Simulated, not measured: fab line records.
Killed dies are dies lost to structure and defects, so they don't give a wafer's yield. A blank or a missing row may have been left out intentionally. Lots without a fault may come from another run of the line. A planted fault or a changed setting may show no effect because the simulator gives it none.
fab line records    flow sfqLine
record: lots: 14  wafers: 42  lastDay: 92
route steps=325 shown I2@111 M3@119 JJ@196 R5@212
lots that met no fault: taken from a fault-free run of the same line
startH: start of the lot's first displayed wafer, in hours after the record's first day    waitH: how many hours have passed since the lot's step before this one    " unchanged from the row above    L1.1+2: several wafers, shown together as one row    - no value present, or no start provided    * or withheld: withheld    < > ~ a bound
route shown NAME@n: NAME is a module with steps in the file, n the number in the route of the first one    usual: mean/standard deviation taken from wafers without a fault    same: alike in all rows    chamber/n: place in a boat    sites: readings site by site    _std_site: the standard deviation of these    _edge_site: mean of outer sites minus mean of inner sites    radiusMm: for every site, how far away it sits from the centre of the wafer    mask NAME#n: copy n    behind: the tool/chamber that last shaped the wafer    hold: what put the lot on hold/how long, in hours/how the hold closed    device: the transistor (n, p or np) that didn't switch    end of line: the route-end tests of the same wafers    a step without rows: its recipe alone    killed: dies that structure and defects cost at the first sort, which is not the same as the wafer's yield    map: dies across one wafer; x = killed, . = not, _ = none there
set.NAME: the setting that was run; set.NAME@STEP: the one run at that earlier step    model.NAME: the simulator's own value behind a step, which no gauge read
a sample of lots followed through the steps of the route, with each step as a table and each wafer as a row
services: the hour from which a tool's chamber was out of use, counted from the record's first day as startH (under 0 if before that day), plus the number of hours and why
== steps ==
step: SFQ_TRILAYER_I2_VIA_LITHO_PEB_070
recipe: pebTempC: 115  pebTimeS: 60  resist: KrF
usual: chillPlateTempC: 23.00/0.096  exhaustPa: 45.1/0.84  heaterPowerTotalW: 79.15/0.068
lot.wafer  tool           chamber  startH   waitH  chillPlateTempC  exhaustPa  heaterPowerTotalW
L354.1     lithoTrack-03  0        998.89   1.0    22.95            46.1       79.05
L354.3     "              0        "        "      22.96            45.0       79.18
L354.6     "              0        "        "      23.07            44.4       79.14
L356.2     lithoTrack-04  0        1006.11  0.8    22.89            46.0       79.17
L356.3     "              0        "        "      22.96            43.9       79.13
L356.5     "              0        "        "      22.98            46.0       79.10
L361.1     lithoTrack-03  -        1072.21  1.0    -                -          -
L361.2     "              -        "        "      -                -          -
L361.3     "              -        "        "      -                -          -
L362.1     lithoTrack-03  -        1078.21  1.0    -                -          -
L362.3     "              -        "        "      -                -          -
L362.4     "              -        "        "      -                -          -
L366.1     lithoTrack-01  0        1086.69  1.0    23.07            46.7       79.12
L366.3     "              0        "        "      23.01            46.4       79.05
L366.4     "              0        "        "      23.11            47.1       79.19
L367.3     lithoTrack-03  0        1087.94  0.7    23.01            44.6       79.25
L367.4     "              0        "        "      23.06            45.1       79.07
L367.6     "              0        "        "      23.01            43.8       79.12
L368.1     lithoTrack-01  0        1090.29  1.0    22.91            45.0       79.16
L368.3     "              0        "        "      22.97            46.3       79.14
L368.5     "              0        "        "      23.03            45.1       79.14
L370.3     lithoTrack-03  0        1093.94  0.7    23.19            45.4       79.08
L370.4     "              0        "        "      23.05            45.3       79.18
L370.5     "              0        "        "      22.93            44.3       79.07
L371.1     lithoTrack-04  0        1096.29  1.0    23.22            45.3       79.07
L371.3     "              0        "        "      23.02            45.1       79.21
L371.6     "              0        "        "      23.10            45.8       79.07
L373.1     lithoTrack-04  0        1103.72  1.0    23.12            44.9       79.19
L373.4     "              0        "        "      22.99            44.8       79.16
L373.5     "              0        "        "      22.95            45.2       79.20
L374.1     lithoTrack-03  0        1104.92  1.0    23.04            46.2       79.05
L374.3     "              0        "        "      23.09            45.6       79.16
L374.6     "              0        "        "      23.06            46.0       79.13
L375.2     lithoTrack-01  0        1106.14  0.8    22.85            46.6       79.16
L375.3     "              0        "        "      22.91            44.8       79.22
L375.4     "              0        "        "      22.80            45.4       79.08
L376.1     lithoTrack-03  0        1107.32  1.0    23.12            46.1       79.10
L376.3     "              0        "        "      22.95            45.6       79.06
L376.4     "              0        "        "      23.04            45.7       79.18
L377.2     lithoTrack-03  0        1112.14  0.8    23.12            44.9       79.19
L377.5     "              0        "        "      22.89            43.6       79.22
L377.6     "              0        "        "      22.95            44.4       79.19
step: SFQ_TRILAYER_M3_DEP_SPUTTER_073
recipe: material: Nb  basePressurePa: 1.33e-06  chamberPressurePa: 0.1333  substrateTempC: 20  resputterCathodeVoltageV: 400  targetThkNm: 200  powerW: 2000  timeS: 133.3
usual: substrateTempC: 19.99/0.11  throttleValvePct: 29.9/0.75
lot.wafer  tool           chamber  startH   waitH  substrateTempC  throttleValvePct
L354.1     pvdSputter-03  -        1000.18  0.0    19.98           30.3
L354.3     "              -        "        "      20.01           29.8
L354.6     "              -        "        "      20.10           29.9
L356.2     pvdSputter-03  -        1007.56  0.0    19.94           30.5
L356.3     "              -        "        "      20.02           29.7
L356.5     "              -        "        "      19.91           29.7
L361.1     pvdSputter-04  -        1073.68  0.0    20.05           30.5
L361.2     "              -        "        "      19.89           31.3
L361.3     "              -        "        "      19.83           29.3
L362.1     pvdSputter-03  -        1079.51  0.0    19.98           30.1
L362.3     "              -        "        "      20.14           29.8
L362.4     "              -        "        "      19.81           30.4
L366.1     pvdSputter-06  -        1087.99  0.0    20.09           30.1
L366.3     "              -        "        "      19.91           28.5
L366.4     "              -        "        "      19.85           29.8
L367.3     pvdSputter-04  -        1089.19  0.0    20.28           31.3
L367.4     "              -        "        "      19.98           30.5
L367.6     "              -        "        "      20.05           29.3
L368.1     pvdSputter-03  -        1091.59  0.0    19.98           29.6
L368.3     "              -        "        "      19.95           30.0
L368.5     "              -        "        "      20.06           29.7
L370.3     pvdSputter-06  -        1095.19  0.0    20.01           29.6
L370.4     "              -        "        "      19.88           28.5
L370.5     "              -        "        "      19.89           28.4
L371.1     pvdSputter-04  -        1097.60  0.0    20.11           31.4
L371.3     "              -        "        "      20.11           30.3
L371.6     "              -        "        "      19.92           31.1
L373.1     pvdSputter-03  -        1105.01  0.0    19.84           30.0
L373.4     "              -        "        "      20.24           29.8
L373.5     "              -        "        "      20.04           29.8
L374.1     pvdSputter-04  -        1106.21  0.0    20.10           30.5
L374.3     "              -        "        "      19.74           29.3
L374.6     "              -        "        "      20.04           30.6
L375.2     pvdSputter-06  -        1107.41  0.0    20.03           29.4
L375.3     "              -        "        "      20.12           28.4
L375.4     "              -        "        "      19.94           30.0
L376.1     pvdSputter-03  -        1108.61  0.0    20.01           30.6
L376.3     "              -        "        "      19.99           29.1
L376.4     "              -        "        "      19.90           29.9
L377.2     pvdSputter-04  -        1113.41  0.0    19.92           29.4
L377.5     "              -        "        "      19.97           29.3
L377.6     "              -        "        "      19.89           30.6
step: SFQ_TRILAYER_JJ_CE_STRIP_STRIP_120
recipe: gas: O2  powerW: 200  platenTempC: 40  overashFraction: 0.65  chemistry: O2  pressureMtorr: 50
usual: drypumpMotorCurrentA: 6.0/0.48  oesProductAu: 1.003/0.012  platenTempC: 39.99/0.11
lot.wafer  tool         chamber  startH   waitH  drypumpMotorCurrentA  oesProductAu  platenTempC  rfHoursCounterH
L354.1     rieMetal-04  1        1199.78  0.0    5.2                   1.009         40.14        25
L354.3     "            1        "        "      5.2                   1.001         40.04        -
L354.6     "            0        "        "      6.4                   0.986         40.01        -
L356.2     rieMetal-04  1        1434.63  0.0    5.1                   1.004         40.00        58
L356.3     "            0        "        "      6.4                   0.994         40.00        -
L356.5     "            0        "        "      6.4                   0.994         40.05        -
L361.1     rieMetal-02  1        1462.71  0.0    5.9                   1.004         39.91        36
L361.2     "            0        "        "      6.3                   1.012         39.96        88
L361.3     "            1        "        "      5.9                   0.996         39.76        -
L362.1     rieMetal-02  0        1477.08  0.0    6.2                   1.012         40.09        90
L362.3     "            0        "        "      6.3                   1.014         40.12        -
L362.4     "            1        "        "      5.9                   0.999         40.00        -
L366.1     rieMetal-03  0        1497.83  0.0    6.7                   0.995         40.10        70
L366.3     "            1        "        "      5.7                   1.003         40.02        -
L366.4     "            0        "        "      6.6                   0.990         39.86        -
L368.1     rieMetal-03  0        1500.23  0.0    6.6                   0.995         40.08        71
L368.3     "            0        "        "      6.6                   0.992         39.95        -
L368.5     "            1        "        "      5.7                   1.002         40.25        -
L367.3     rieMetal-03  0        1502.83  0.2    6.6                   0.990         40.09        -
L367.4     "            1        "        "      5.7                   1.011         39.81        -
L367.6     "            1        "        "      5.8                   1.007         39.97        -
L370.3     rieMetal-04  0        1508.83  0.2    6.4                   0.978         39.85        -
L370.4     "            1        "        "      5.1                   1.013         39.88        -
L370.5     "            0        "        "      6.4                   0.978         39.98        -
L371.1     rieMetal-03  1        1509.83  0.0    5.7                   1.009         39.88        67
L371.3     "            1        "        "      5.7                   1.013         40.01        -
L371.6     "            0        "        "      6.6                   0.992         40.05        -
L373.1     rieMetal-04  1        1524.77  0.0    5.1                   0.995         39.99        72
L373.4     "            0        "        "      6.3                   0.974         39.97        -
L373.5     "            0        "        "      6.3                   0.984         39.92        -
L374.1     rieMetal-04  0        1615.16  0.0    6.3                   0.982         39.86        92
L374.3     "            1        "        "      5.1                   1.010         39.91        -
L374.6     "            0        "        "      6.4                   0.994         39.82        -
L375.2     rieMetal-02  1        1623.62  0.0    5.9                   1.013         40.04        62
L375.3     "            1        "        "      5.9                   1.002         40.01        -
L375.4     "            0        "        "      6.3                   1.015         39.73        -
L376.1     rieMetal-04  1        1627.22  0.0    5.2                   1.007         39.89        88
L376.3     "            0        "        "      6.4                   0.993         40.00        -
L376.4     "            1        "        "      5.2                   1.004         39.92        -
L377.2     rieMetal-04  0        1641.08  0.0    6.4                   0.998         40.02        95
L377.5     "            1        "        "      5.2                   0.991         39.86        -
L377.6     "            0        "        "      6.4                   0.992         39.96        -
step: SFQ_TRILAYER_R5_DEP_SPUTTER_132
recipe: material: Ti  basePressurePa: 1.33e-06  targetThkNm: 5  powerW: 2000  timeS: 5  chamberPressurePa: 0.4
usual: throttleValvePct: 29.6/0.57
lot.wafer  tool           chamber  startH   waitH  throttleValvePct
L354.1     pvdSputter-05  -        1219.00  1.0    29.4
L354.3     "              -        "        "      30.1
L354.6     "              -        "        "      29.4
L356.2     pvdSputter-03  -        1551.15  0.8    28.9
L356.3     "              -        "        "      30.5
L356.5     "              -        "        "      30.0
L361.1     pvdSputter-03  -        1583.76  1.0    30.2
L361.2     "              -        "        "      30.0
L361.3     "              -        "        "      29.3
L362.1     pvdSputter-05  -        1595.76  1.0    29.1
L362.3     "              -        "        "      30.2
L362.4     "              -        "        "      29.6
L366.1     pvdSputter-03  -        1613.76  1.0    30.1
L366.3     "              -        "        "      29.2
L366.4     "              -        "        "      30.4
L368.1     pvdSputter-06  -        1616.76  1.0    29.4
L368.3     "              -        "        "      29.8
L368.5     "              -        "        "      28.5
L367.3     pvdSputter-05  -        1618.78  0.6    28.7
L367.4     "              -        "        "      29.7
L367.6     "              -        "        "      29.3
L370.3     pvdSputter-03  -        1624.78  0.6    29.5
L370.4     "              -        "        "      30.7
L370.5     "              -        "        "      29.2
L371.1     pvdSputter-03  -        1627.78  1.0    29.8
L371.3     "              -        "        "      29.0
L371.6     "              -        "        "      30.6
L373.1     pvdSputter-06  -        1649.31  1.0    29.9
L373.4     "              -        "        "      29.6
L373.5     "              -        "        "      29.8
L374.1     pvdSputter-05  -        1732.37  1.0    30.4
L374.3     "              -        "        "      29.4
L374.6     "              -        "        "      30.1
L375.2     pvdSputter-05  -        1744.37  0.8    29.5
L375.3     "              -        "        "      28.5
L375.4     "              -        "        "      29.5
L376.1     pvdSputter-06  -        1753.37  1.0    29.5
L376.3     "              -        "        "      29.9
L376.4     "              -        "        "      29.5
L377.2     pvdSputter-06  -        1765.37  0.8    29.8
L377.5     "              -        "        "      29.4
L377.6     "              -        "        "      29.6
== services ==
tool           chamber  startH   hours  kind
pvdSputter-05  -        980.56   0.8    repair
rieMetal-04    -        983.34   0.3    repair
pvdSputter-06  -        1000.91  3.6    repair
pvdSputter-06  -        1005.40  0.7    repair
rieMetal-04    -        1066.12  14.6   pm
pvdSputter-06  -        1078.98  3.2    repair
pvdSputter-06  -        1104.24  2.2    repair
rieMetal-04    1        1112.87  2.2    repair
pvdSputter-05  -        1121.14  3.8    repair
pvdSputter-04  -        1138.19  2.5    repair
pvdSputter-04  -        1189.09  1.5    repair
pvdSputter-03  -        1189.79  23.1   repair
rieMetal-04    -        1222.35  2.8    pm
rieMetal-04    1        1236.04  1.1    repair
pvdSputter-06  -        1238.72  0.5    repair
pvdSputter-03  -        1284.03  3.6    repair
pvdSputter-04  -        1294.94  0.5    repair
pvdSputter-05  -        1361.73  1.2    repair
rieMetal-04    -        1414.73  2.6    repair
pvdSputter-06  -        1418.90  10.9   repair
rieMetal-04    -        1427.80  0.6    repair
rieMetal-04    -        1548.16  1.5    repair
pvdSputter-03  -        1565.18  1.0    repair
pvdSputter-03  -        1670.05  4.5    repair
== key ==
firstSign: step: SFQ_TRILAYER_I2_VIA_LITHO_PEB_070  reading: toolRecord  direction: missing
effect none on later readings
metAt SFQ_TRILAYER_I2_VIA_LITHO_PEB_070
struckLots L361,L362
notActingAt SFQ_TRILAYER_M3_DEP_SPUTTER_073,SFQ_TRILAYER_JJ_CE_STRIP_STRIP_120,SFQ_TRILAYER_R5_DEP_SPUTTER_132
onsetBetween 998.89 1072.21
fault: kind: skippedStepWhole  tool: lithoTrack-03  chamber: -  onsetH: 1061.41  steps: SFQ_TRILAYER_I2_VIA_LITHO_PEB_070  scope: struckLotsOnly
